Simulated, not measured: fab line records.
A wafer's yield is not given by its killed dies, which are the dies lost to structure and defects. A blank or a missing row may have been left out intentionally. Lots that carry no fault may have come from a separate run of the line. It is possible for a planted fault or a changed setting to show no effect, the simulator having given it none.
2 desks looking at one fault    flow sky130    what lay behind the numbers comes last; until then each desk has only its own

TOOL OWNER'S DESK, cmp-02
The tool's own readings at SKY_CONTACT_CMP_27 (polishes, stops on SiO2, t overpolish 15 s, target thk 0 nm): means of the sampled wafers that have a number, for each lot that ran on this tool. If a lot's mean is further than 4 standard deviations from the usual mean, the lot is out of limits and carries the mark OUT (the distance appears in the brackets).
Columns: A = edge_zone_pressure_frac at SKY_CONTACT_CMP_27, usual 1.001; B = motor_current_A at SKY_CONTACT_CMP_27, usual 11.1 A; C = overpolish_run_s at SKY_CONTACT_CMP_27, usual 15.000 s; D = time_to_endpoint_s at SKY_CONTACT_CMP_27, usual 81.9 s
lot   first seen here  A      B     C                         D
L712  day 31 09:06     0.998  11.7  14.997                    82.0
L713  day 31 21:41     1.003  10.5  14.991                    79.7
L714  day 32 18:45     1.000  12.0  15.002                    84.2
L716  day 33 02:12     0.997  10.6  14.998                    79.5
L718  day 33 18:37     1.004  10.4  10.010 (-99 or more) OUT  95.3 (+4.5) OUT
L721  day 34 13:49     1.002  11.7  10.011 (-99 or more) OUT  94.3 (+4.1) OUT
L728  day 37 08:32     0.998  10.7  15.002                    78.8
L731  day 38 04:10     1.000  11.0  15.001                    82.2
L732  day 38 05:05     0.995  10.7  15.001                    81.0
L734  day 38 15:20     1.005  12.3  14.996                    85.8
This desk's finding: out of limits on L718, L721; first on L718, day 33 18:37 (overpolish_run_s at SKY_CONTACT_CMP_27). Within limits: L712, L713, L714, L716, L728, L731, L732, L734.

AT THE METROLOGY DESK
What the gauges read for every lot (on any tool): the sampled wafers with a number, averaged. If a lot's mean is further than 4 standard deviations from the usual mean, the lot is out of limits and carries the mark OUT (the distance appears in the brackets).
Columns: A = METAL1_ALCU_THK at SKY_METAL1_THK_MEAS_06, usual 247.7 nm; B = METAL1_OVL at SKY_METAL1_OVL_MEAS_16, usual 2 nm
lot   first seen here  A      B
L712  day 31 09:40     248.1  -3
L713  day 31 22:11     248.8  -3
L714  day 32 19:20     249.1  2
L716  day 33 02:44     248.3  9
L718  day 33 19:08     248.6  6
L720  day 34 04:58     248.5  3
L721  day 34 14:23     241.4  15
L728  day 37 09:06     245.2  -3
L730  day 38 04:32     249.8  -5
L731  day 38 04:44     248.0  2
L732  day 38 05:40     246.8  0
L734  day 38 15:54     247.8  10
L735  day 39 01:31     254.2  4
This desk's finding: nothing out of limits on any of the 13 lots.

BROUGHT TOGETHER
The tool owner's desk could have raised an alarm at day 33 18:37, on L718, L721.
At the metrology desk, nothing out of limits was observed.
The metrology desk has L718, L721 on record, within its limits.
The lots listed all ran SKY_CONTACT_CMP_27 on cmp-02.

WHAT THE SIMULATOR HAD PUT IN
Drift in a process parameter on cmp-02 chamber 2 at SKY_CONTACT_CMP_27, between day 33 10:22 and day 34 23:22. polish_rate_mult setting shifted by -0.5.
Shown lots that were struck: L718, L721.
Hours from the fault's start to each desk's first reading out of limits: the tool owner's desk, 8.
